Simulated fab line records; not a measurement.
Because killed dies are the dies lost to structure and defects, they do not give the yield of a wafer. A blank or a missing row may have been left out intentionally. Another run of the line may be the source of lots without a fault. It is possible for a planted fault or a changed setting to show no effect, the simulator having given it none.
Comparing a struck lot with a sound one | flow gf180mcu | 22 steps out of a route of 602
Sound: the wafers L206.2, L206.3, L206.5. Struck: wafers L208.1, L208.2, L208.4. The cause comes at the end.
Per side, at each step with rows, come the tool, then ch with its chambers, and then its first start. Under that, the readings that differ: sound wafers | struck wafers | difference of the means | sigmas: that difference in standard deviations of wafers without a fault.
alike: words and numbers the same on both sides, and readings whose means are apart by under 2 such deviations; not compared: readings that were withheld, readings missing a value for some wafer, numbers with overlapping values and no deviation given by the record, and bounds like >300 which may hide the same value.
Wherever a step has rows on one side only, a row that says differs or no value, or a row with sigmas, the two part there. When numbers do not overlap yet have no deviation, they are printed without sigmas and do not part them. Lack of a reading on every wafer of one side parts them only where that side has two or more wafers.

GF_VT_IMPLANT_RTA_45: time 30 s.
  sound on rtpAnneal-01 ch 0, day 8 00:19; struck on rtpAnneal-01 ch 0, day 8 20:37
  alike: lampPowerPct, wafer_temp_C_max
GF_VT_IMPLANT_RS_MEAS_46: a four-point-probe measurement.
  struck on filmMetro-02, day 8 20:43; sound on filmMetro-04, day 8 00:25
  alike: MVSD_RS
GF_VT_IMPLANT_RS_MEAS_47: a four-point-probe measurement.
  struck on filmMetro-02, day 8 20:50; sound on filmMetro-04, day 8 00:32
  alike: NWELL_RS
GF_VT_IMPLANT_RS_MEAS_48: a four-point-probe measurement.
  struck on filmMetro-02, day 8 20:57; sound on filmMetro-04, day 8 00:40
  alike: LVPWELL_RS
GF_VT_IMPLANT_RS_MEAS_49: a four-point-probe measurement.
  struck on filmMetro-02, day 8 21:04; sound on filmMetro-04, day 8 00:47
  alike: MVPSD_RS
then, 4 steps without rows for these wafers: GF_VT_IMPLANT_WET_ETCH_50 (etches SiO2 in dHF, target depth 20 nm, time 400 s); GF_DUAL_GATE_CLEAN_00 (cleans in SC1/SC2, time 150 s); GF_DUAL_GATE_CLEAN_01 (cleans in dHF, time 20 s); GF_DUAL_GATE_OXIDATION_02 (stabilise 600 s, purge 300 s, target thk 10.887 nm).
GF_DUAL_GATE_THK_MEAS_03:
  struck on filmMetro-02, day 8 23:53; sound on filmMetro-02, day 8 03:28
  alike: DUAL_GATE_OXIDATION_00_THK
then, 2 steps without rows for these wafers: GF_DUAL_GATE_DEHYDRATE_04 (time 60 s); GF_DUAL_GATE_HMDS_05 (prime time 60 s).
GF_DUAL_GATE_COAT_06: resist thk 1000 nm.
  sound on lithoTrack-03 ch 0, day 8 11:46; struck on lithoTrack-03 ch 0, day 9 08:35
reading                                       | sound                | struck               | difference | sigmas
spinSpeedRpm (rpm)                            | 2998.8 2998.1 3000.7 | 2632.7 2627.7 2633.1 | -368.0     | -99 or more
model.NOVOLAK_of_DUAL_GATE_COAT_06.thkNm (nm) | 1002 1001 998.8      | 1066 1064 1066       | +65        | 
then, 3 steps without rows for these wafers: GF_DUAL_GATE_SOFTBAKE_07 (time 60 s); GF_DUAL_GATE_EXPOSE_08 (exposes mask Dualgate, target cd 700 nm); GF_DUAL_GATE_PEB_09.
GF_DUAL_GATE_DEVELOP_10: develop time 60 s.
  sound on lithoTrack-03 ch 0, day 8 20:07; struck on lithoTrack-01 ch 0, day 9 16:33
reading                                       | sound           | struck         | difference | sigmas
model.NOVOLAK_of_DUAL_GATE_COAT_06.thkNm (nm) | 1001 1000 998.4 | 1065 1063 1065 | +65        | 
GF_DUAL_GATE_OVL_MEAS_11:
  struck on overlay-01, day 9 16:42; sound on overlay-01, day 8 20:16
  alike: DUAL_GATE_OVL
then, 1 step without rows for these wafers: GF_DUAL_GATE_WET_ETCH_12 (etches SiO2 in dHF, target depth 13 nm, time 260 s).
GF_DUAL_GATE_STRIP_13: strips in O2/N2.
  sound on plasmaAsher-02 ch 0,1, day 8 20:23; struck on plasmaAsher-02 ch 0,1, day 9 16:49
reading                  | sound             | struck            | difference | sigmas
stripTimeToEndpointS (s) | 12.65 12.65 12.62 | 13.30 13.29 13.31 | +0.66      | +18
  alike: drypumpMotorCurrentA, heaterPowerW, oesProductAu
  not compared: rfHoursCounterH
then, 1 step without rows for these wafers: GF_DUAL_GATE_CLEAN_14 (cleans in SC1/SC2, time 150 s).
GF_PASSIVATION_PROBE_99:
  rows exist in the record for the sound wafers here (prober-01, day 29 18:50), none for the struck ones

== WHERE THEY PART ==
Last at GF_PASSIVATION_PROBE_99 as far as this record goes, first at GF_DUAL_GATE_COAT_06.

WHY: what had been put in by the simulator
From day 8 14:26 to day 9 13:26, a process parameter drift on lithoTrack-03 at GF_DUAL_GATE_COAT_06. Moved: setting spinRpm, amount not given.
